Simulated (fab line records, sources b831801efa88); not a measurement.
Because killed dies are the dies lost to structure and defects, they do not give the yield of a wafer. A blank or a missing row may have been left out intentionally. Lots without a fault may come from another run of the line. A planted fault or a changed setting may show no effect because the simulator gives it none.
fab line records	flow sky130
[record] lots = 24	wafers = 72	last-day = 50
route steps=708 shown VT_ADJUST_HVTP@92 SPACER@306 VIA2@528 METAL3@566 METAL5@667
lots that met no fault: from a run of the same line without faults
start-h: hours from the record's opening day to when the first of the lot's shown wafers began	wait-h: time in hours since the lot's previous step	" same as the row above	L1.1+2: several wafers, shown together as one row	- no value, or no start given	* or withheld: withheld	< > ~ a bound
route shown NAME@n: names a module that has steps shown in the file, with the first one's number in the route	usual: mean/standard deviation of fault-free wafers	same: alike in all rows	chamber/n: place in a boat	sites: per-site readings	_std_site: the values' standard deviation	_edge_site: outer sites' mean less inner sites'	radius-mm: for every site, how far away it sits from the centre of the wafer	mask NAME#n: copy n	behind: tool/chamber where the wafer was last shaped	hold: the reason the lot was held/the length of the hold in hours/how it ended	device: transistor that didn't switch, given as n, p or np	end of line: tests of these same wafers at the route's end	where a step has no rows: the recipe by itself	killed: dies that structure and defects cost at the first sort, which is not the same as the wafer's yield	map: shows each die of a wafer: x if killed, . if not, _ if none is there
set.NAME: the run value of the setting; set.NAME@STEP: its run value at that earlier step	model.NAME: the simulator's own value behind a step, which no gauge read
route steps across a sampled set of lots; one table per step, one row per wafer
services: when a tool's chamber went out of use (start-h, in hours from the record's first day, below 0 if earlier), for how many hours, and the reason
[[steps]]
[step SKY_VT_ADJUST_HVTP_CD_MEAS_07]
[recipe] target-cd-nm = 380
[usual] cd-nm = 379.2/2.7
lot.wafer	tool	chamber	start-h	wait-h	cd-nm
L074.2	cd-sem-01	-	126.31	0.1	382.7
L074.4	"	-	"	"	385.3
L074.6	"	-	"	"	381.1
L075.2	cd-sem-02	-	130.91	0.1	376.4
L075.4	"	-	"	"	377.4
L075.6	"	-	"	"	376.0
L076.2	cd-sem-02	-	132.95	0.1	377.2
L076.3	"	-	"	"	374.6
L076.5	"	-	"	"	372.4
L077.1	cd-sem-01	-	139.58	0.1	381.4
L077.3	"	-	"	"	380.6
L077.5	"	-	"	"	384.8
L078.1	cd-sem-02	-	148.44	0.1	380.9
L078.4	"	-	"	"	382.7
L078.6	"	-	"	"	380.9
L079.2	cd-sem-02	-	152.96	0.1	381.9
L079.3	"	-	"	"	382.4
L079.6	"	-	"	"	384.3
L080.1	cd-sem-02	-	158.98	0.1	377.5
L080.4	"	-	"	"	375.7
L080.5	"	-	"	"	376.8
L081.3	cd-sem-01	-	165.73	0.1	380.6
L081.5	"	-	"	"	380.5
L081.6	"	-	"	"	380.0
L082.1	cd-sem-02	-	172.29	0.1	381.5
L082.2	"	-	"	"	382.4
L082.4	"	-	"	"	382.1
L083.2	cd-sem-01	-	178.55	0.1	378.3
L083.4	"	-	"	"	377.9
L083.5	"	-	"	"	376.9
L084.3	cd-sem-01	-	182.73	0.1	378.3
L084.4	"	-	"	"	378.9
L084.5	"	-	"	"	377.3
L085.2	cd-sem-02	-	190.81	0.1	380.1
L085.3	"	-	"	"	381.0
L085.4	"	-	"	"	380.7
L086.1	cd-sem-02	-	196.44	0.1	376.2
L086.2	"	-	"	"	378.7
L086.3	"	-	"	"	377.7
L087.2	cd-sem-02	-	202.21	0.1	379.6
L087.4	"	-	"	"	379.5
L087.6	"	-	"	"	378.5
L088.3	cd-sem-01	-	209.68	0.1	381.7
L088.4	"	-	"	"	380.3
L088.6	"	-	"	"	381.2
L089.1	cd-sem-02	-	218.69	0.1	380.1
L089.4	"	-	"	"	376.5
L089.5	"	-	"	"	376.4
L090.2	cd-sem-02	-	226.61	0.1	376.9
L090.3	"	-	"	"	380.0
L090.4	"	-	"	"	376.1
L091.1	cd-sem-01	-	230.68	0.1	382.5
L091.2	"	-	"	"	379.9
L091.6	"	-	"	"	378.3
L092.1	cd-sem-02	-	235.49	0.1	378.9
L092.3	"	-	"	"	377.1
L092.6	"	-	"	"	374.1
L093.1	cd-sem-02	-	244.59	0.1	379.3
L093.2	"	-	"	"	380.6
L093.4	"	-	"	"	380.2
L094.2	cd-sem-01	-	252.00	0.1	379.2
L094.5	"	-	"	"	378.6
L094.6	"	-	"	"	378.0
L095.3	cd-sem-02	-	253.58	0.1	379.4
L095.4	"	-	"	"	379.6
L095.5	"	-	"	"	378.9
L096.1	cd-sem-02	-	262.29	0.1	377.9
L096.4	"	-	"	"	375.2
L096.6	"	-	"	"	377.7
L097.2	cd-sem-01	-	267.71	0.1	376.2
L097.5	"	-	"	"	374.4
L097.6	"	-	"	"	376.6
[step SKY_SPACER_ETCHBACK_02]
[recipe] chemistry = CH3F/O2	target = Si3N4	stop-on = SiO2	source-w = 400	bias-w = 80	pressure-mtorr = 25	ch3f-flow-sccm = 40	O2_flow_sccm = 30	time-s = 46.7	target-depth-a = 450
[usual] drypump-motor-current-A = 5.8/0.46	oes-product-au = 0.854/0.0062	throttle-valve-pct = 10.562/0.0087
lot.wafer	tool	chamber	start-h	wait-h	drypump-motor-current-A	oes-product-au	rf-hours-counter-h	throttle-valve-pct
L074.2	rie-diel-02	0	528.85	0.0	6.1	0.868	2	10.573
L074.4	"	2	"	"	6.1	0.852	6	10.554
L074.6	"	0	"	"	6.1	0.861	-	10.586
L075.2	rie-diel-02	0	537.88	0.0	6.1	0.863	2	10.554
L075.4	"	1	"	"	6.4	0.853	50	10.555
L075.6	"	2	"	"	6.1	0.861	-	10.565
L076.2	rie-diel-02	0	541.54	0.0	6.1	0.855	2	10.559
L076.3	"	2	"	"	6.1	0.859	6	10.560
L076.5	"	2	"	"	6.1	0.856	-	10.567
L077.1	rie-diel-02	0	549.90	0.1	6.1	0.853	2	10.554
L077.3	"	2	"	"	6.1	0.848	6	10.556
L077.5	"	0	"	"	6.1	0.850	-	10.582
L078.1	rie-diel-02	2	562.45	0.1	6.1	0.851	6	10.551
L078.4	"	3	"	"	5.8	0.852	2	10.566
L078.6	"	2	"	"	6.1	0.856	-	10.551
L079.2	rie-diel-02	3	568.26	0.0	5.8	0.864	2	10.567
L079.3	"	2	"	"	6.1	0.867	6	10.555
L079.6	"	1	"	"	6.3	0.855	-	10.570
L080.1	rie-diel-03	1	576.89	0.1	5.9	0.855	24	10.557
L080.4	"	1	"	"	5.9	0.848	-	10.565
L080.5	"	2	"	"	4.9	0.852	-	10.562
L081.3	rie-diel-04	1	590.05	0.0	6.1	0.858	10	10.567
L081.5	"	3	"	"	5.6	0.855	-	10.574
L081.6	"	0	"	"	6.0	0.854	-	10.562
L082.1	rie-diel-04	2	598.80	0.1	5.7	0.858	1	10.557
L082.2	"	1	"	"	6.1	0.856	10	10.580
L082.4	"	1	"	"	6.1	0.852	-	10.550
L083.2	rie-diel-03	2	607.24	0.0	4.9	0.850	4	10.563
L083.4	"	2	"	"	4.9	0.848	-	10.545
L083.5	"	2	"	"	4.9	0.854	-	10.551
L084.3	rie-diel-03	3	616.56	0.1	5.8	0.844	-	10.565
L084.4	"	2	"	"	4.9	0.848	-	10.577
L084.5	"	3	"	"	5.8	0.852	-	10.559
L085.2	rie-diel-04	3	625.30	0.0	5.6	0.845	7	10.566
L085.3	"	0	"	"	6.0	0.857	13	10.569
L085.4	"	1	"	"	6.1	0.860	-	10.563
L086.1	rie-diel-02	1	630.28	0.1	6.3	0.852	51	10.572
L086.2	"	0	"	"	6.1	0.854	4	10.574
L086.3	"	3	"	"	5.8	0.846	3	10.573
L087.2	rie-diel-02	1	638.10	0.0	6.4	0.849	51	10.561
L087.4	"	2	"	"	6.1	0.846	8	10.554
L087.6	"	0	"	"	6.1	0.852	-	10.554
L088.3	rie-diel-03	0	647.99	0.1	5.1	0.853	-	10.550
L088.4	"	2	"	"	4.9	0.844	-	10.549
L088.6	"	2	"	"	4.9	0.836	-	10.562
L089.1	rie-diel-03	0	657.11	0.1	5.1	0.845	56	10.567
L089.4	"	0	"	"	5.1	0.862	-	10.555
L089.5	"	3	"	"	5.9	0.845	-	10.570
L090.2	rie-diel-02	0	669.64	0.0	6.1	0.858	4	10.553
L090.3	"	1	"	"	6.4	0.850	52	10.544
L090.4	"	3	"	"	5.8	0.856	4	10.562
L091.1	rie-diel-03	2	672.76	0.1	4.9	0.851	6	10.575
L091.2	"	0	"	"	5.1	0.862	56	10.559
L091.6	"	2	"	"	4.8	0.854	-	10.560
L092.1	rie-diel-03	2	679.19	0.1	4.8	0.861	7	10.557
L092.3	"	0	"	"	5.1	0.857	57	10.567
L092.6	"	2	"	"	4.9	0.859	-	10.562
L093.1	rie-diel-04	0	692.58	0.1	6.0	0.857	15	10.571
L093.2	"	1	"	"	6.1	0.852	12	10.562
L093.4	"	3	"	"	5.6	0.853	8	10.585
L094.2	rie-diel-03	2	699.28	0.0	4.9	0.855	7	10.585
L094.5	"	1	"	"	5.9	0.860	-	10.566
L094.6	"	2	"	"	4.9	0.853	-	10.573
L095.3	rie-diel-02	3	710.15	0.0	5.8	0.851	5	10.561
L095.4	"	2	"	"	6.1	0.855	-	10.560
L095.5	"	0	"	"	6.1	0.847	-	10.566
L096.1	rie-diel-04	3	715.60	0.1	5.6	0.856	9	10.566
L096.4	"	2	"	"	5.7	0.857	3	10.549
L096.6	"	3	"	"	5.6	0.856	-	10.561
L097.2	rie-diel-02	3	721.76	0.0	5.8	0.857	5	10.547
L097.5	"	0	"	"	6.1	0.856	-	10.576
L097.6	"	2	"	"	6.1	0.853	-	10.570
[step SKY_VIA2_CVD_21]
[recipe] material = W	target-thk-nm = 420	time-s = 126.4	temp-c = 400	pressure-torr = 40
[usual] heater-power-w = 930/95
lot.wafer	tool	chamber	start-h	wait-h	heater-power-w
L074.2	cvd-w-01	1	850.42	0.0	776
L074.4	"	0	"	"	919
L074.6	"	0	"	"	933
L075.2	cvd-w-02	0	858.65	0.0	1063
L075.4	"	0	"	"	1100
L075.6	"	1	"	"	996
L076.2	cvd-w-01	1	858.99	0.0	793
L076.3	"	0	"	"	907
L076.5	"	0	"	"	929
L077.1	cvd-w-01	1	868.13	0.0	807
L077.3	"	0	"	"	932
L077.5	"	0	"	"	918
L078.1	cvd-w-02	1	879.45	0.0	988
L078.4	"	1	"	"	991
L078.6	"	0	"	"	1073
L079.2	cvd-w-01	1	883.16	0.0	807
L079.3	"	0	"	"	919
L079.6	"	0	"	"	948
L080.1	cvd-w-02	0	892.41	0.0	1077
L080.4	"	0	"	"	1080
L080.5	"	0	"	"	1091
L081.3	cvd-w-01	1	903.99	0.1	784
L081.5	"	0	"	"	922
L081.6	"	1	"	"	816
L082.1	cvd-w-01	1	909.05	0.0	817
L082.2	"	0	"	"	932
L082.4	"	1	"	"	803
L083.2	cvd-w-01	1	917.50	0.0	798
L083.4	"	1	"	"	814
L083.5	"	1	"	"	807
L084.3	cvd-w-02	1	923.49	0.1	1015
L084.4	"	0	"	"	998
L084.5	"	0	"	"	1028
L085.2	cvd-w-01	0	934.64	0.0	917
L085.3	"	0	"	"	928
L085.4	"	1	"	"	791
L086.1	cvd-w-01	1	937.80	0.0	803
L086.2	"	0	"	"	934
L086.3	"	1	"	"	814
L087.2	cvd-w-02	0	944.18	0.0	1030
L087.4	"	1	"	"	995
L087.6	"	1	"	"	1002
L088.3	cvd-w-01	0	950.92	0.1	931
L088.4	"	1	"	"	828
L088.6	"	0	"	"	943
L089.1	cvd-w-01	1	959.98	0.0	791
L089.4	"	1	"	"	814
L089.5	"	1	"	"	816
L090.2	cvd-w-02	0	970.36	0.0	1030
L090.3	"	1	"	"	1017
L090.4	"	0	"	"	1026
L091.1	cvd-w-02	1	971.84	0.0	974
L091.2	"	0	"	"	1034
L091.6	"	1	"	"	1025
L092.1	cvd-w-01	1	979.39	0.0	803
L092.3	"	0	"	"	938
L092.6	"	0	"	"	946
L093.1	cvd-w-01	0	991.94	0.0	933
L093.2	"	1	"	"	804
L093.4	"	1	"	"	811
L094.2	cvd-w-02	0	993.11	0.0	1019
L094.5	"	0	"	"	1031
L094.6	"	1	"	"	1003
L095.3	cvd-w-02	1	1005.87	0.1	989
L095.4	"	0	"	"	1020
L095.5	"	0	"	"	1034
L096.1	cvd-w-01	0	1009.45	0.0	930
L096.4	"	0	"	"	927
L096.6	"	0	"	"	970
L097.2	cvd-w-02	0	1015.79	0.0	1011
L097.5	"	0	"	"	1020
L097.6	"	1	"	"	1021
[step SKY_METAL3_ETCH_16]
[recipe] chemistry = N2/H2	target = BARC	ion-energy-ev = 200	bias-w = 100	pressure-mtorr = 30	n2-flow-sccm = 100	h2-flow-sccm = 200	icp-w = 500	stop-on = SiO2	time-s = 88.2	target-depth-a = 600
[usual] drypump-motor-current-A = 5.6/0.5	oes-product-au = 0.625/0.0041	throttle-valve-pct = 13.207/0.0091
lot.wafer	tool	chamber	start-h	wait-h	drypump-motor-current-A	oes-product-au	rf-hours-counter-h	throttle-valve-pct
L074.2	rie-metal-04	1	903.57	0.0	5.8	0.623	18	13.209
L074.4	"	0	"	"	6.0	0.623	-	13.207
L074.6	"	1	"	"	5.8	0.618	-	13.200
L075.2	rie-metal-04	0	911.67	0.0	6.0	0.629	9	13.223
L075.4	"	1	"	"	5.8	0.622	-	13.199
L075.6	"	0	"	"	6.0	0.619	-	13.199
L076.2	rie-metal-02	1	912.03	0.0	5.7	0.623	18	13.207
L076.3	"	0	"	"	4.8	0.622	-	13.202
L076.5	"	0	"	"	4.8	0.625	-	13.204
L077.1	rie-metal-02	1	920.36	0.0	5.7	0.628	18	13.208
L077.3	"	1	"	"	5.7	0.627	-	13.204
L077.5	"	0	"	"	4.8	0.624	-	13.199
L078.1	rie-metal-04	0	931.96	0.1	5.9	0.635	10	13.198
L078.4	"	0	"	"	6.0	0.624	-	13.190
L078.6	"	0	"	"	6.0	0.623	-	13.217
L079.2	rie-metal-03	1	934.36	0.0	5.0	0.625	9	13.214
L079.3	"	0	"	"	6.1	0.628	-	13.199
L079.6	"	0	"	"	6.1	0.630	-	13.192
L080.1	rie-metal-02	0	944.13	0.0	4.8	0.627	11	13.206
L080.4	"	0	"	"	4.8	0.624	-	13.215
L080.5	"	1	"	"	5.7	0.621	-	13.189
L081.3	rie-metal-02	0	954.82	0.0	4.8	0.621	-	13.205
L081.5	"	0	"	"	4.7	0.622	-	13.208
L081.6	"	1	"	"	5.7	0.620	-	13.205
L082.1	rie-metal-04	1	960.30	0.0	5.9	0.624	2	13.214
L082.2	"	0	"	"	6.0	0.632	12	13.215
L082.4	"	0	"	"	5.9	0.628	-	13.207
L083.2	rie-metal-03	1	967.87	0.0	5.0	0.628	11	13.211
L083.4	"	1	"	"	5.0	0.622	-	13.214
L083.5	"	1	"	"	5.0	0.623	-	13.220
L084.3	rie-metal-02	0	973.75	0.0	4.8	0.624	-	13.213
L084.4	"	1	"	"	5.7	0.627	-	13.208
L084.5	"	1	"	"	5.7	0.631	-	13.216
L085.2	rie-metal-03	0	984.21	0.0	6.1	0.625	13	13.212
L085.3	"	0	"	"	6.1	0.624	-	13.213
L085.4	"	1	"	"	5.0	0.622	-	13.209
L086.1	rie-metal-02	0	987.65	0.1	4.8	0.625	13	13.218
L086.2	"	0	"	"	4.7	0.633	-	13.209
L086.3	"	0	"	"	4.8	0.623	-	13.232
L087.2	rie-metal-04	0	993.72	0.0	6.0	0.625	14	13.191
L087.4	"	1	"	"	5.8	0.635	-	13.208
L087.6	"	1	"	"	5.9	0.629	-	13.198
L088.3	rie-metal-02	0	1000.86	0.1	4.8	0.627	-	13.205
L088.4	"	0	"	"	4.8	0.625	-	13.208
L088.6	"	0	"	"	4.8	0.625	-	13.208
L089.1	rie-metal-04	1	1009.20	0.0	5.8	0.619	4	13.200
L089.4	"	1	"	"	5.8	0.629	-	13.213
L089.5	"	0	"	"	6.0	0.626	-	13.214
L090.2	rie-metal-04	0	1018.93	0.0	6.0	0.626	15	13.199
L090.3	"	0	"	"	5.9	0.619	-	13.214
L090.4	"	1	"	"	5.8	0.629	-	13.206
L091.1	rie-metal-02	0	1020.08	0.0	4.8	0.623	17	13.194
L091.2	"	1	"	"	5.7	0.635	1	13.211
L091.6	"	0	"	"	4.8	0.629	-	13.218
L092.1	rie-metal-03	1	1027.32	0.0	5.0	0.620	14	13.217
L092.3	"	0	"	"	6.1	0.627	-	13.207
L092.6	"	0	"	"	6.1	0.632	-	13.207
L093.1	rie-metal-04	1	1039.35	0.0	5.8	0.621	5	13.201
L093.2	"	0	"	"	6.0	0.632	16	13.201
L093.4	"	0	"	"	6.0	0.633	-	13.212
L094.2	rie-metal-02	1	1041.22	0.0	5.7	0.625	2	13.203
L094.5	"	0	"	"	4.8	0.625	-	13.191
L094.6	"	1	"	"	5.7	0.627	-	13.201
L095.3	rie-metal-04	0	1052.65	0.0	6.0	0.627	-	13.220
L095.4	"	1	"	"	5.8	0.627	-	13.211
L095.5	"	1	"	"	5.8	0.625	-	13.202
L096.1	rie-metal-04	1	1055.67	0.0	5.8	0.629	6	13.208
L096.4	"	0	"	"	5.9	0.626	-	13.203
L096.6	"	0	"	"	6.0	0.619	-	13.201
L097.2	rie-metal-04	0	1062.87	0.0	5.9	0.619	17	13.224
L097.5	"	1	"	"	5.8	0.623	-	13.198
L097.6	"	0	"	"	6.0	0.626	-	13.207
[step SKY_METAL5_THK_MEAS_06]
[recipe] thk-meas-gauge = xrf	reads = AlCu_of_METAL5_SPUTTER_02
[usual] METAL5_ALCU_THK = 1160/9.3
lot.wafer	tool	chamber	start-h	wait-h	METAL5_ALCU_THK[nm]
L074.2	film-metro-02	-	1007.77	0.1	1174
L074.4	"	-	"	"	1163
L074.6	"	-	"	"	1167
L075.2	film-metro-01	-	1015.38	0.1	1174
L075.4	"	-	"	"	1176
L075.6	"	-	"	"	1181
L076.2	film-metro-01	-	1017.64	0.1	1161
L076.3	"	-	"	"	1151
L076.5	"	-	"	"	1159
L077.1	film-metro-04	-	1023.22	0.1	1162
L077.3	"	-	"	"	1164
L077.5	"	-	"	"	1170
L078.1	film-metro-02	-	1032.54	0.1	1157
L078.4	"	-	"	"	1154
L078.6	"	-	"	"	1154
L079.2	film-metro-01	-	1037.10	0.1	1163
L079.3	"	-	"	"	1164
L079.6	"	-	"	"	1162
L080.1	film-metro-01	-	1044.67	0.1	1145
L080.4	"	-	"	"	1164
L080.5	"	-	"	"	1146
L081.3	film-metro-01	-	1053.86	0.1	1154
L081.5	"	-	"	"	1158
L081.6	"	-	"	"	1159
L082.1	film-metro-02	-	1060.41	0.1	1164
L082.2	"	-	"	"	1168
L082.4	"	-	"	"	1162
L083.2	film-metro-04	-	1067.17	0.1	1147
L083.4	"	-	"	"	1158
L083.5	"	-	"	"	1159
L084.3	film-metro-01	-	1072.07	0.1	1174
L084.4	"	-	"	"	1172
L084.5	"	-	"	"	1166
L085.2	film-metro-02	-	1081.57	0.1	1171
L085.3	"	-	"	"	1172
L085.4	"	-	"	"	1171
L086.1	film-metro-04	-	1084.91	0.1	1161
L086.2	"	-	"	"	1161
L086.3	"	-	"	"	1159
L087.2	film-metro-01	-	1089.19	0.1	1162
L087.4	"	-	"	"	1171
L087.6	"	-	"	"	1161
L088.3	film-metro-01	-	1097.08	0.1	1149
L088.4	"	-	"	"	1156
L088.6	"	-	"	"	1154
L089.1	film-metro-01	-	1102.72	0.1	1151
L089.4	"	-	"	"	1163
L089.5	"	-	"	"	1157
L090.2	film-metro-01	-	1111.98	0.1	1162
L090.3	"	-	"	"	1160
L090.4	"	-	"	"	1172
L091.1	film-metro-02	-	1113.65	0.1	1140
L091.2	"	-	"	"	1139
L091.6	"	-	"	"	1151
L092.1	film-metro-04	-	1118.26	0.1	1135
L092.3	"	-	"	"	1159
L092.6	"	-	"	"	1153
L093.1	film-metro-02	-	1130.31	0.1	1153
L093.2	"	-	"	"	1156
L093.4	"	-	"	"	1151
L094.2	film-metro-04	-	1131.72	0.1	1143
L094.5	"	-	"	"	1140
L094.6	"	-	"	"	1157
L095.3	film-metro-01	-	1140.58	0.1	1165
L095.4	"	-	"	"	1172
L095.5	"	-	"	"	1171
L096.1	film-metro-02	-	1141.86	0.1	1159
L096.4	"	-	"	"	1156
L096.6	"	-	"	"	1156
L097.2	film-metro-04	-	1148.09	0.1	1160
L097.5	"	-	"	"	1157
L097.6	"	-	"	"	1162
[step SKY_METAL5_METAL_ETCH_15]
[recipe] target-depth-a = 12600	stop-on = SiO2	over-etch-frac = 0.2	time-s = 252	chemistry = Cl2/BCl3	resist-sidewall-deg = 86	pressure-mtorr = 10	icp-w = 900	bias-w = 48.5	Cl2_flow_sccm = 60	bcl3-flow-sccm = 30
[usual] drypump-motor-current-A = 5.7/0.32	oes-product-au = 0.895/0.0048	throttle-valve-pct = 22.265/0.0094
[same] over-etch-frac = 0.2
lot.wafer	tool	chamber	start-h	wait-h	drypump-motor-current-A	oes-product-au	rf-hours-counter-h	throttle-valve-pct
L074.2	rie-metal-01	1	1030.06	0.0	5.8	0.894	15	22.260
L074.4	"	0	"	"	5.7	0.892	-	22.241
L074.6	"	1	"	"	5.8	0.889	-	22.271
L075.2	rie-metal-01	0	1037.93	0.0	5.7	0.891	10	22.261
L075.4	"	1	"	"	5.8	0.900	-	22.277
L075.6	"	1	"	"	5.8	0.893	-	22.263
L076.2	rie-metal-01	0	1039.96	0.0	5.7	0.898	10	22.284
L076.3	"	0	"	"	5.7	0.893	-	22.251
L076.5	"	1	"	"	5.8	0.894	-	22.257
L077.1	rie-metal-04	0	1045.01	0.0	5.9	0.894	16	22.275
L077.3	"	1	"	"	5.8	0.893	-	22.261
L077.5	"	0	"	"	6.0	0.895	-	22.257
L078.1	rie-metal-02	1	1054.38	0.0	5.7	0.893	2	22.265
L078.4	"	0	"	"	4.8	0.895	-	22.262
L078.6	"	0	"	"	4.8	0.892	-	22.252
L079.2	rie-metal-04	1	1059.01	0.0	5.8	0.903	7	22.264
L079.3	"	1	"	"	5.8	0.899	-	22.274
L079.6	"	1	"	"	5.8	0.897	-	22.267
L080.1	rie-metal-01	1	1066.78	0.0	5.8	0.897	17	22.242
L080.4	"	0	"	"	5.6	0.893	-	22.271
L080.5	"	1	"	"	5.8	0.888	-	22.285
L081.3	rie-metal-04	0	1075.00	0.1	5.9	0.904	-	22.273
L081.5	"	1	"	"	5.8	0.885	-	22.270
L081.6	"	0	"	"	6.0	0.895	-	22.286
L082.1	rie-metal-01	1	1081.08	0.0	5.8	0.895	18	22.270
L082.2	"	0	"	"	5.6	0.899	13	22.271
L082.4	"	1	"	"	5.8	0.882	-	22.272
L083.2	rie-metal-04	0	1087.87	0.0	6.0	0.894	19	22.267
L083.4	"	1	"	"	5.8	0.898	-	22.271
L083.5	"	1	"	"	5.8	0.894	-	22.276
L084.3	rie-metal-02	1	1093.12	0.2	5.7	0.896	-	22.253
L084.4	"	1	"	"	5.7	0.884	-	22.260
L084.5	"	1	"	"	5.7	0.893	-	22.264
L085.2	rie-metal-02	0	1101.46	0.0	4.8	0.899	22	22.280
L085.3	"	0	"	"	4.7	0.903	-	22.251
L085.4	"	1	"	"	5.7	0.896	-	22.268
L086.1	rie-metal-04	1	1104.97	0.0	5.8	0.893	9	22.255
L086.2	"	0	"	"	6.0	0.892	20	22.269
L086.3	"	1	"	"	5.8	0.888	-	22.275
L087.2	rie-metal-02	0	1109.42	0.0	4.8	0.898	23	22.257
L087.4	"	0	"	"	4.8	0.887	-	22.276
L087.6	"	1	"	"	5.7	0.896	-	22.262
L088.3	rie-metal-02	0	1117.45	0.1	4.8	0.893	-	22.262
L088.4	"	1	"	"	5.7	0.893	-	22.258
L088.6	"	0	"	"	4.8	0.891	-	22.272
L089.1	rie-metal-04	1	1122.41	0.0	5.8	0.894	11	22.282
L089.4	"	1	"	"	5.8	0.900	-	22.271
L089.5	"	1	"	"	5.8	0.895	-	22.272
L090.2	rie-metal-01	0	1130.66	0.0	5.6	0.901	17	22.262
L090.3	"	1	"	"	5.8	0.890	-	22.255
L090.4	"	0	"	"	5.6	0.888	-	22.281
L091.1	rie-metal-01	1	1133.13	0.0	5.8	0.896	22	22.272
L091.2	"	0	"	"	5.7	0.898	17	22.283
L091.6	"	1	"	"	5.8	0.901	-	22.267
L092.1	rie-metal-04	1	1136.82	0.0	5.8	0.902	12	22.268
L092.3	"	1	"	"	5.8	0.898	-	22.262
L092.6	"	1	"	"	5.8	0.888	-	22.251
L093.1	rie-metal-01	1	1148.12	0.0	5.8	0.897	24	22.256
L093.2	"	0	"	"	5.7	0.897	18	22.274
L093.4	"	0	"	"	5.6	0.901	-	22.255
L094.2	rie-metal-01	1	1149.78	0.0	5.8	0.894	24	22.262
L094.5	"	1	"	"	5.8	0.890	-	22.250
L094.6	"	0	"	"	5.7	0.900	-	22.246
L095.3	rie-metal-02	0	1158.66	0.1	4.8	0.891	-	22.257
L095.4	"	1	"	"	5.7	0.902	-	22.261
L095.5	"	0	"	"	4.8	0.894	-	22.286
L096.1	rie-metal-01	1	1159.56	0.0	5.8	0.900	25	22.279
L096.4	"	0	"	"	5.6	0.894	-	22.247
L096.6	"	0	"	"	5.6	0.899	-	22.279
L097.2	rie-metal-01	1	1165.61	0.0	5.8	0.901	26	22.265
L097.5	"	0	"	"	5.7	0.893	-	22.266
L097.6	"	1	"	"	5.8	0.892	-	22.274
[[services]]
tool	chamber	start-h	hours	kind
rie-metal-02	-	517.97	14.6	pm
cvd-w-01	-	539.55	1.3	repair
cvd-w-01	1	564.69	3.6	repair
rie-metal-04	-	690.97	0.9	repair
cvd-w-01	1	692.25	9.5	repair
rie-metal-02	0	699.43	5.5	repair
rie-metal-02	1	711.09	6.4	repair
rie-metal-04	1	760.73	2.0	repair
rie-metal-04	0	787.42	1.2	repair
cvd-w-01	-	793.86	6.9	pm
cvd-w-01	-	800.76	2.8	pm
rie-metal-04	-	803.20	0.5	repair
cvd-w-01	-	805.00	6.0	pm
rie-metal-04	-	853.32	1.4	pm
cvd-w-01	0	952.88	14.3	repair
rie-metal-02	1	985.47	3.7	repair
rie-metal-04	-	1010.11	2.8	pm
rie-metal-04	-	1020.34	15.6	pm
cvd-w-01	0	1036.13	6.2	repair
rie-metal-02	0	1091.66	8.4	repair
cvd-w-01	0	1104.99	5.2	repair
rie-metal-04	-	1144.80	14.6	pm
rie-metal-04	-	1159.40	10.0	pm
rie-metal-02	-	1165.30	2.8	pm
[[key]]
fault none
